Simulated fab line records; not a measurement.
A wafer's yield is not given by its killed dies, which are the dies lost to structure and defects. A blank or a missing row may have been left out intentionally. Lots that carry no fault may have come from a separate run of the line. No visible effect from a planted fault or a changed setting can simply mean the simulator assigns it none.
Comparing a struck lot with a sound one ; flow gf180mcu ; 14 out of 602 route steps
Sound: these wafers, L570.2, L570.4, L570.6. Struck: wafers L580.2, L580.4 (left out: L580.5, a lot-mate that was not struck); the cause follows at the end.
For every step that has rows: the tool of each side, followed by ch and its chambers, followed by its first start. Under that, the readings that differ: sound wafers ; struck wafers ; difference of the means ; sigmas: that difference in standard deviations of wafers without a fault.
alike: a reading whose means differ by less than 2 such deviations, as well as words and numbers matching on both sides. not compared: withheld readings; readings where some wafer has no value; bounds like >300 that might hide an equal value; numbers whose values overlap and for which the record gives no deviation.
A row with sigmas, a row that says differs or no value, or rows on one side alone: a step with any of these is where the two part. Numbers that have no deviation but don't overlap get no sigmas and don't part them. Lack of a reading on every wafer of one side parts them only where that side has two or more wafers.

GF_V1_CD_MEAS_14: target cd 260 nm.
  sound: cd_sem-02 at day 19 00:11; struck: cd_sem-02 at day 22 16:14
  alike: cd_nm
GF_V1_OVL_MEAS_15:
  sound: overlay-02 at day 19 00:17; struck: overlay-02 at day 22 16:20
  alike: V1_OVL
GF_V1_ETCH_16: etches BARC in N2/H2.
  sound on rie_diel-02 ch 0,1,2, day 19 00:19; struck on rie_diel-01 ch 0,1, day 22 16:22
  alike: chamber_pressure_mTorr, drypump_motor_current_A, oes_product_au, throttle_valve_pct
GF_V1_ETCH_17: etches SiO2 in C4F8/O2/Ar, stops on TiN, target depth 630 nm.
  sound on rie_diel-02 ch 0,1,2; struck on rie_diel-01 ch 0,1
  alike: chamber_pressure_mTorr, oes_product_au
then, 3 steps without rows for these wafers: GF_V1_STRIP_18 (strips in O2/N2); GF_V1_STRIP_19 (strips in post etch residue remover, time 1200 s); GF_V1_CLEAN_20 (cleans in DIW).
GF_V1_SPUTTER_21: material Ti, target thk 15 nm, time 80.02 s.
  sound: pvd_sputter-02 at day 19 00:59; struck: pvd_sputter-03 at day 22 17:02
  alike: throttle_valve_pct
then, 1 step without rows for these wafers: GF_V1_SPUTTER_22 (material TiN, target thk 10 nm, time 40 s).
GF_V1_CVD_23: deposits W, target thk 350 nm, time 105.05 s.
  sound on cvd_w-02 ch 0,1, day 19 01:05; struck on cvd_w-02 ch 1, day 22 17:08
  alike: heater_power_w
GF_V1_RS_MEAS_24: measures by four-point-probe.
  sound: film_metro-01 at day 19 01:13; struck: film_metro-02 at day 22 17:16
  alike: V1_W_RS
GF_V1_THK_MEAS_25: measures by xrf.
  sound: film_metro-01 at day 19 01:20; struck: film_metro-02 at day 22 17:22
  alike: V1_W_THK
GF_V1_CMP_26: polishes, stops on SiO2, t overpolish 15 s, target thk 0 nm.
  sound on cmp-01 ch 1,2,3, day 19 01:23; struck on cmp-01 ch 0,1, day 22 17:31
reading;sound;struck;difference;sigmas
overpolish_run_s (s);15.001 15.006 15.014;0.041 0.037;-14.968;-99 or more
time_to_endpoint_s (s);85 81 81;131 132;+49;+9
  alike: head_pressure_psi, motor_current_A
GF_M2_SPUTTER_00: material Ti, target thk 37.5 nm, time 150 s.
  sound wafers here have rows in the record (pvd_sputter-01, day 19 01:41); struck ones have none

## WHERE THEY PART
Earliest at GF_V1_CMP_26; latest, in this record, at GF_M2_SPUTTER_00.

WHY: what had been put in by the simulator
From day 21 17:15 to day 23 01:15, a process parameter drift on cmp-01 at GF_V1_CMP_26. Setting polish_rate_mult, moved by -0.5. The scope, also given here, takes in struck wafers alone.
